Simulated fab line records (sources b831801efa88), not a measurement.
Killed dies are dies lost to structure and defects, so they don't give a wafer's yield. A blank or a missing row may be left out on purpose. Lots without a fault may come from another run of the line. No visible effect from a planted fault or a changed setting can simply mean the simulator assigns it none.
fab line records	flow gf180mcu
[record] lots = 14	wafers = 42	lastDay = 34
route steps=602 shown V4@497 V5@564 TOP_METAL@583
lots that met no fault: taken from a fault-free run of the same line
startH: hours from the record's opening day to when the first of the lot's shown wafers began	waitH: how many hours have passed since the lot's step before this one	" repeats the value in the row above	L1.1+2: a row that stands for several wafers	- no value, or no start was given	* or withheld: withheld	< > ~ a bound
route shown NAME@n: names a module that has steps shown in the file, with the first one's number in the route	usual: mean/standard deviation of fault-free wafers	same: alike in all rows	chamber/n: place in a boat	sites: each site's reading	_std_site: how widely they spread, as a standard deviation	_edge_site: inner sites' mean taken away from outer sites' mean	radiusMm: for every site, how far away it sits from the centre of the wafer	mask NAME#n: copy n	behind: tool/chamber where the wafer was last shaped	hold: the reason the lot was held/the length of the hold in hours/how it ended	device: which transistor (n, p or np) failed to switch	end of line: tests of these same wafers at the route's end	a step without rows: its recipe alone	killed: the dies lost at the first sort to structure and to defects; this is not the yield of the wafer	map: the dies of a wafer, with x for killed, . for not killed, _ for no die there
set.NAME: the setting the step ran with; set.NAME@STEP: the setting that earlier step ran with	model.NAME: the simulator's own value behind a step, which no gauge read
the route's steps for a sample of lots (tables are steps, rows are wafers)
services: from which hour (startH, from the record's first day; less than 0 if before it) a tool's chamber was out of use, for how many hours, and why
[[steps]]
[step GF_V4_SPUTTER_21]
[recipe] material = Ti	targetThkNm = 15	chamberPressurePa = 5	powerW = 2500	substrateTempC = 200	timeS = 80.02
[usual] cathodeDcPowerW = 2500.0/0.48	chamberPressurePa = 5.001/0.011	throttleValvePct = 30.0/0.85
lot.wafer	tool	chamber	startH	waitH	cathodeDcPowerW	chamberPressurePa	throttleValvePct
L313.1	pvdSputter-03	-	553.90	0.0	2499.4	4.988	30.4
L313.4	"	-	"	"	2499.8	4.988	31.0
L313.6	"	-	"	"	2499.3	4.995	30.3
L314.1	pvdSputter-02	-	565.50	0.0	2499.4	5.001	29.3
L314.2	"	-	"	"	2499.7	4.987	29.6
L314.4	"	-	"	"	2499.5	4.996	29.4
L315.2	pvdSputter-03	-	574.32	0.0	2500.0	5.013	31.2
L315.4	"	-	"	"	2499.7	5.009	30.2
L315.6	"	-	"	"	2499.7	5.002	30.0
L317.2	pvdSputter-02	-	590.04	0.0	2499.3	5.004	29.5
L317.3	"	-	"	"	2500.0	5.013	29.4
L317.4	"	-	"	"	2499.9	5.000	28.8
L320.2	pvdSputter-04	-	627.14	0.0	2499.8	5.030	30.9
L320.4	"	-	"	"	2499.8	5.003	31.1
L320.5	"	-	"	"	2500.8	5.002	28.8
L322.1	pvdSputter-04	-	649.64	0.0	2501.0	4.986	28.6
L322.2	"	-	"	"	2499.9	5.001	30.9
L322.5	"	-	"	"	2500.9	5.004	30.9
L325.1	pvdSputter-04	-	665.54	0.0	2501.4	5.014	31.0
L325.3	"	-	"	"	2500.1	5.002	30.9
L325.6	"	-	"	"	2500.7	5.012	28.8
L327.2	pvdSputter-03	-	669.04	0.0	2499.6	5.006	30.1
L327.3	"	-	"	"	2500.0	4.993	31.2
L327.6	"	-	"	"	2499.4	4.987	30.0
L328.2	pvdSputter-04	-	684.89	0.0	2500.4	4.993	31.2
L328.3	"	-	"	"	2499.6	5.002	31.1
L328.4	"	-	"	"	2499.8	4.987	28.7
L331.1	pvdSputter-04	-	697.11	0.0	2499.6	4.983	30.9
L331.3	"	-	"	"	2499.5	5.010	31.0
L331.4	"	-	"	"	2499.7	5.015	28.9
L332.1	pvdSputter-04	-	703.67	0.0	2499.8	5.003	31.2
L332.2	"	-	"	"	2499.7	4.989	28.7
L332.6	"	-	"	"	2500.0	5.003	30.9
L334.2	pvdSputter-03	-	713.60	0.0	2500.0	4.982	31.1
L334.3	"	-	"	"	2500.6	4.993	30.1
L334.5	"	-	"	"	2499.3	5.006	29.5
L335.1	pvdSputter-02	-	721.36	0.0	2499.3	5.000	28.7
L335.3	"	-	"	"	2499.5	4.995	29.7
L335.4	"	-	"	"	2500.5	4.992	29.6
L336.2	pvdSputter-02	-	728.91	0.0	2499.8	4.991	29.3
L336.4	"	-	"	"	2499.3	4.994	28.4
L336.6	"	-	"	"	2500.4	5.002	29.6
[step GF_V4_CMP_26]
[recipe] stopOn = SiO2	downForcePsi = 3.5	platenRpm = 60	tOverpolishS = 15	targetThkNm = 0	padVelocityMS = 0.94248
[usual] motorCurrentA = 12.1/1.3	overpolishRunS = 15.000/0.0087	platenRpm = 60.00/0.035	timeToEndpointS = 84/4.5
lot.wafer	tool	chamber	startH	waitH	motorCurrentA	overpolishRunS	platenRpm	timeToEndpointS
L313.4	cmp-02	0	554.39	0.1	11.7	15.001	60.02	82
L313.1	"	1	"	"	10.6	15.000	59.97	83
L313.6	"	3	"	"	13.5	14.994	60.00	82
L314.1	cmp-01	2	565.90	0.1	13.2	15.007	59.96	90
L314.2	"	3	"	"	11.9	15.001	60.03	92
L314.4	"	0	"	"	10.6	15.001	59.97	93
L315.2	cmp-02	2	576.25	1.5	11.7	15.021	59.92	84
L315.4	"	1	"	"	10.5	14.983	60.05	84
L315.6	"	3	"	"	13.8	14.990	59.96	84
L317.3	cmp-01	1	590.43	0.0	12.4	15.008	60.04	78
L317.4	"	2	"	"	14.0	15.007	59.95	85
L317.2	"	0	"	"	10.3	14.993	60.04	90
L320.4	cmp-02	0	627.58	0.1	12.0	14.997	60.01	83
L320.2	"	1	"	"	10.1	14.995	59.94	78
L320.5	"	3	"	"	13.5	14.998	60.04	80
L322.1	cmp-02	2	650.03	0.1	12.3	15.012	60.02	86
L322.2	"	3	"	"	13.7	15.007	60.02	75
L322.5	"	2	"	"	11.8	14.992	59.97	84
L325.3	cmp-02	0	665.97	0.0	11.5	14.995	60.07	83
L325.1	"	3	"	"	14.6	15.007	60.02	79
L325.6	"	0	"	"	11.7	14.981	59.98	83
L327.3	cmp-02	0	669.57	0.2	11.6	14.991	60.01	81
L327.2	"	2	"	"	11.4	15.000	59.98	85
L327.6	"	0	"	"	11.9	14.976	59.99	81
L328.4	cmp-01	1	685.28	0.0	13.0	15.005	60.00	85
L328.2	"	3	"	"	12.2	14.992	59.93	89
L328.3	"	0	"	"	10.4	14.998	59.96	90
L331.1	cmp-02	2	697.50	0.1	12.0	14.999	60.01	87
L331.3	"	0	"	"	11.3	15.001	59.98	84
L331.4	"	1	"	"	10.6	15.002	59.99	83
L332.2	cmp-01	2	704.11	0.1	13.0	15.015	60.09	85
L332.1	"	3	"	"	12.5	14.986	59.96	86
L332.6	"	1	"	"	12.3	15.014	59.96	81
L334.3	cmp-02	1	713.99	0.0	10.5	14.999	60.00	79
L334.2	"	2	"	"	12.0	14.997	60.01	86
L334.5	"	2	"	"	11.5	14.997	59.99	82
L335.3	cmp-01	2	721.75	0.0	13.2	14.991	59.99	83
L335.1	"	3	"	"	12.8	14.987	60.00	80
L335.4	"	0	"	"	10.1	15.014	59.95	87
L336.2	cmp-01	1	729.30	0.0	11.9	15.008	60.02	82
L336.4	"	2	"	"	13.2	15.004	60.00	87
L336.6	"	2	"	"	13.2	14.999	59.99	90
[step GF_V5_RS_MEAS_24]
[recipe] thkMeasGauge = four-point-probe	reads = W_of_V5_CVD_23+TiN_of_V5_SPUTTER_22+Ti_of_V5_SPUTTER_21
[usual] V5_W_RS = 0.328/0.0045
lot.wafer	tool	chamber	startH	waitH	V5_W_RS[ohm/sq]
L313.1	filmMetro-03	-	621.08	0.1	0.337
L313.4	"	-	"	"	0.332
L313.6	"	-	"	"	0.335
L314.1	filmMetro-03	-	632.15	0.1	0.332
L314.2	"	-	"	"	0.334
L314.4	"	-	"	"	0.330
L315.2	filmMetro-03	-	640.66	0.1	0.327
L315.4	"	-	"	"	0.326
L315.6	"	-	"	"	0.330
L317.2	filmMetro-02	-	653.47	0.1	0.330
L317.3	"	-	"	"	0.329
L317.4	"	-	"	"	0.324
L320.2	filmMetro-03	-	689.38	0.1	0.330
L320.4	"	-	"	"	0.330
L320.5	"	-	"	"	0.329
L322.1	filmMetro-04	-	710.37	0.1	0.335
L322.2	"	-	"	"	0.326
L322.5	"	-	"	"	0.327
L325.1	filmMetro-04	-	724.17	0.1	0.327
L325.3	"	-	"	"	0.324
L325.6	"	-	"	"	0.326
L327.2	filmMetro-04	-	727.84	0.1	0.324
L327.3	"	-	"	"	0.327
L327.6	"	-	"	"	0.328
L328.2	filmMetro-04	-	742.30	0.1	0.321
L328.3	"	-	"	"	0.329
L328.4	"	-	"	"	0.322
L331.1	filmMetro-02	-	754.61	0.1	0.327
L331.3	"	-	"	"	0.334
L331.4	"	-	"	"	0.324
L332.1	filmMetro-04	-	759.90	0.1	0.324
L332.2	"	-	"	"	0.320
L332.6	"	-	"	"	0.324
L334.2	filmMetro-04	-	769.58	0.1	0.332
L334.3	"	-	"	"	0.327
L334.5	"	-	"	"	0.335
L335.1	filmMetro-04	-	775.49	0.1	0.335
L335.3	"	-	"	"	0.323
L335.4	"	-	"	"	0.332
L336.2	filmMetro-04	-	782.74	0.1	0.326
L336.4	"	-	"	"	0.332
L336.6	"	-	"	"	0.339
[step GF_TOP_METAL_METAL_ETCH_16]
[recipe] chemistry = Cl2/BCl3	maskMaterial = NOVOLAK	targetDepthNm = 1197	stopOn = SiO2	pressureMtorr = 8	icpW = 800	biasW = 140	Cl2_flow_sccm = 80	bcl3FlowSccm = 40	timeS = 199.5
[usual] biasW = 140.0/0.39	drypumpMotorCurrentA = 5.4/0.38	oesProductAu = 0.991/0.0064	runLengthS = 228.0/0.58	throttleValvePct = 28.229/0.0096
lot.wafer	tool	chamber	startH	waitH	biasW	drypumpMotorCurrentA	oesProductAu	rfHoursCounterH	runLengthS	throttleValvePct
L313.1	rieMetal-01	1	641.98	0.0	139.4	5.5	0.983	14	227.8	28.242
L313.4	"	1	"	"	140.2	5.6	0.991	-	228.1	28.241
L313.6	"	1	"	"	140.2	5.6	0.987	-	227.9	28.233
L314.1	rieMetal-04	0	652.70	0.0	139.8	4.9	1.000	14	227.5	28.235
L314.2	"	1	"	"	139.6	5.9	0.985	11	227.4	28.220
L314.4	"	0	"	"	140.0	4.9	0.989	-	227.4	28.225
L315.2	rieMetal-04	0	660.70	0.0	139.9	4.9	0.994	14	227.3	28.233
L315.4	"	0	"	"	139.9	4.9	0.984	-	227.3	28.231
L315.6	"	1	"	"	140.0	5.9	0.994	-	227.1	28.231
L317.2	rieMetal-04	0	673.50	0.0	140.0	4.9	0.994	15	227.5	28.229
L317.3	"	0	"	"	140.8	4.9	0.992	-	227.8	28.233
L317.4	"	1	"	"	140.9	5.9	0.995	-	227.2	28.224
L320.2	rieMetal-01	1	707.80	0.0	-	5.6	1.004	2	189.4	28.223
L320.4	"	0	"	"	-	5.0	1.010	-	190.3	28.197
L320.5	"	0	"	"	-	5.0	1.008	-	190.1	28.206
L322.1	rieMetal-01	1	729.20	0.0	-	5.6	0.991	3	189.9	28.215
L322.2	"	0	"	"	-	4.9	1.003	12	190.5	28.212
L322.5	"	0	"	"	-	4.9	0.999	-	190.6	28.234
L325.1	rieMetal-03	0	742.10	0.0	140.0	5.4	0.989	13	228.2	28.219
L325.3	"	1	"	"	140.4	5.8	0.998	-	227.6	28.221
L325.6	"	1	"	"	140.4	5.8	0.987	-	227.6	28.227
L327.2	rieMetal-04	1	745.55	0.0	140.2	5.9	0.991	15	227.0	28.246
L327.3	"	1	"	"	140.0	5.9	0.992	-	227.0	28.221
L327.6	"	0	"	"	140.4	4.9	0.990	-	227.3	28.217
L328.2	rieMetal-04	0	760.55	0.0	139.8	4.9	0.995	3	228.0	28.229
L328.3	"	1	"	"	139.7	5.9	0.986	-	227.0	28.222
L328.4	"	0	"	"	140.1	4.9	0.991	-	227.5	28.226
L331.1	rieMetal-03	0	771.78	0.0	139.8	5.5	0.975	14	228.1	28.236
L331.3	"	1	"	"	140.4	5.8	0.996	-	228.1	28.215
L331.4	"	0	"	"	140.3	5.5	0.995	-	228.1	28.235
L332.1	rieMetal-04	0	776.55	0.0	140.2	4.9	0.995	4	227.7	28.222
L332.2	"	1	"	"	139.8	5.9	0.990	17	227.3	28.225
L332.6	"	0	"	"	140.1	4.9	0.993	-	227.6	28.215
L334.2	rieMetal-01	0	786.35	0.0	139.4	5.0	0.999	15	228.7	28.222
L334.3	"	1	"	"	140.1	5.6	0.993	-	227.9	28.245
L334.5	"	1	"	"	140.5	5.6	0.983	-	228.0	28.226
L335.1	rieMetal-04	0	791.60	0.0	140.1	4.9	1.003	5	227.4	28.211
L335.3	"	0	"	"	140.5	4.9	1.001	-	227.3	28.245
L335.4	"	1	"	"	140.4	5.9	0.991	-	226.9	28.236
L336.2	rieMetal-01	1	798.34	0.0	139.8	5.6	0.983	7	228.4	28.242
L336.4	"	0	"	"	140.3	5.0	0.992	-	228.6	28.231
L336.6	"	0	"	"	139.9	5.0	0.987	-	228.7	28.211
[step GF_TOP_METAL_STRIP_17]
[recipe] chemistry = O2/N2	powerW = 1400	pressureMtorr = 1500	platenTempC = 250	o2FlowSccm = 3000	n2FlowSccm = 300	overashFraction = 0.5
[usual] drypumpMotorCurrentA = 6.2/0.46	heaterPowerW = 346/29	oesProductAu = 0.710/0.0045	platenTempC = 249.98/0.18	stripTimeToEndpointS = 12.91/0.09
[same] overashFraction = 0.5
lot.wafer	tool	chamber	startH	waitH	drypumpMotorCurrentA	heaterPowerW	oesProductAu	platenTempC	rfHoursCounterH	stripTimeToEndpointS
L313.1	plasmaAsher-01	1	642.17	0.1	6.2	385	0.703	250.13	21	12.88
L313.4	"	0	"	"	6.7	315	0.702	250.10	-	12.86
L313.6	"	0	"	"	6.6	326	0.712	249.93	-	12.87
L314.1	plasmaAsher-02	1	652.89	0.1	6.3	354	0.709	250.20	103	13.02
L314.2	"	0	"	"	5.4	349	0.717	249.86	103	13.00
L314.4	"	1	"	"	6.3	333	0.713	250.00	-	12.98
L315.2	plasmaAsher-01	0	660.89	0.1	6.6	322	0.714	250.22	23	12.80
L315.4	"	1	"	"	6.3	376	0.707	250.21	-	12.86
L315.6	"	0	"	"	6.6	328	0.709	249.97	-	12.88
L317.2	plasmaAsher-02	0	673.69	0.1	5.4	344	0.709	249.95	105	12.98
L317.3	"	1	"	"	6.3	338	0.710	250.33	-	12.90
L317.4	"	0	"	"	5.3	342	0.710	250.03	-	12.90
L320.2	plasmaAsher-01	0	707.99	0.1	6.6	314	0.719	250.10	28	14.06
L320.4	"	1	"	"	6.3	371	0.717	249.90	-	13.96
L320.5	"	1	"	"	6.3	382	0.710	249.64	-	13.92
L322.1	plasmaAsher-02	1	729.39	0.1	6.3	341	0.712	249.97	111	14.01
L322.2	"	0	"	"	5.4	352	0.710	249.83	111	13.94
L322.5	"	0	"	"	5.4	336	0.697	250.31	-	13.95
L325.1	plasmaAsher-01	1	742.29	0.1	6.2	377	0.714	249.88	33	12.87
L325.3	"	0	"	"	6.6	321	0.707	250.04	-	12.80
L325.6	"	0	"	"	6.6	325	0.706	250.07	-	12.76
L327.2	plasmaAsher-02	0	745.74	0.1	5.3	334	0.707	250.22	0	12.98
L327.3	"	1	"	"	6.3	334	0.712	249.86	-	12.94
L327.6	"	0	"	"	5.4	345	0.710	249.76	-	12.93
L328.2	plasmaAsher-01	1	760.74	0.1	6.3	388	0.712	249.85	35	12.81
L328.3	"	0	"	"	6.6	322	0.710	250.02	-	12.81
L328.4	"	1	"	"	6.3	379	0.714	250.00	-	12.82
L331.1	plasmaAsher-03	0	771.97	0.1	5.6	304	0.711	250.26	68	12.94
L331.3	"	0	"	"	5.6	306	0.704	250.26	-	12.79
L331.4	"	1	"	"	6.6	391	0.706	250.07	-	12.91
L332.1	plasmaAsher-01	0	776.74	0.1	6.6	316	0.708	250.18	36	12.83
L332.2	"	1	"	"	6.3	378	0.709	249.78	36	12.79
L332.6	"	0	"	"	6.6	328	0.712	249.92	-	12.83
L334.2	plasmaAsher-03	0	786.54	0.1	5.6	303	0.706	250.40	70	13.03
L334.3	"	0	"	"	5.6	298	0.707	249.94	-	13.11
L334.5	"	0	"	"	5.5	306	0.717	249.94	-	13.22
L335.1	plasmaAsher-01	1	791.79	0.1	6.2	367	0.712	249.94	38	12.81
L335.3	"	0	"	"	6.6	324	0.711	250.10	-	12.82
L335.4	"	1	"	"	6.3	369	0.712	249.64	-	12.84
L336.2	plasmaAsher-03	1	798.54	0.1	6.6	389	0.708	249.70	71	12.97
L336.4	"	0	"	"	5.6	299	0.712	249.97	-	12.84
L336.6	"	0	"	"	5.6	309	0.711	250.11	-	12.83
[[services]]
tool	chamber	startH	hours	kind
cmp-01	-	534.21	2.7	repair
cmp-01	-	538.77	2.3	repair
cmp-01	-	542.53	2.7	repair
rieMetal-01	0	553.31	1.3	repair
cmp-01	-	572.25	4.0	pm
pvdSputter-02	-	580.21	3.0	repair
plasmaAsher-01	-	590.82	1.9	repair
pvdSputter-02	-	597.04	2.7	repair
pvdSputter-04	-	601.19	1.1	repair
pvdSputter-03	-	617.45	0.5	repair
cmp-01	-	640.03	2.8	repair
cmp-01	-	668.38	4.9	pm
plasmaAsher-02	-	684.72	2.8	pm
rieMetal-04	-	700.48	2.8	pm
cmp-02	-	700.98	0.5	repair
cmp-01	-	706.87	5.2	repair
pvdSputter-04	-	718.45	0.8	repair
cmp-02	-	741.96	0.5	repair
cmp-02	-	743.22	4.3	pm
cmp-02	-	747.54	6.8	pm
cmp-02	-	754.34	4.0	pm
rieMetal-01	-	762.39	2.8	pm
plasmaAsher-01	-	791.27	0.4	repair
cmp-02	-	797.28	1.0	repair
[[key]]
[firstSign] step = GF_TOP_METAL_METAL_ETCH_16	reading = runLengthS	direction = down	sigmas = 66	usual = *	struck = *
[effect] step = GF_TOP_METAL_METAL_ETCH_16	reading = oesProductAu	direction = up	sigmas = 1.8	usual = 0.991	struck = 1.002	wafersMoved = 2
[effect] step = GF_TOP_METAL_STRIP_17	reading = stripTimeToEndpointS	direction = up	sigmas = 12	usual = *	struck = *
metAt GF_TOP_METAL_METAL_ETCH_16
struckLots L320,L322
laterRowsLeftOut L320.2,L322.1,L322.2,L322.5
sortLeftOut L320.2,L320.4,L320.5,L322.1,L322.2,L322.5
notActingAt GF_V4_SPUTTER_21,GF_V4_CMP_26,GF_V5_RS_MEAS_24
onsetBetween 641.98 707.80
[fault] kind = processParameterDrift	tool = rieMetal-01	chamber = -	onsetH = 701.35	steps = GF_TOP_METAL_METAL_ETCH_16	channel = timeS	offset = *	shape = step	endH = 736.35	actsIn = *	stated = *
// sortLeftOut: the simulated sort isn't trusted on such a fault, so these wafers' sort isn't shown, and their yield isn't known
// laterRowsLeftOut: the simulator's readings of these wafers behind a module that went badly wrong aren't trusted and aren't shown, but for the sort
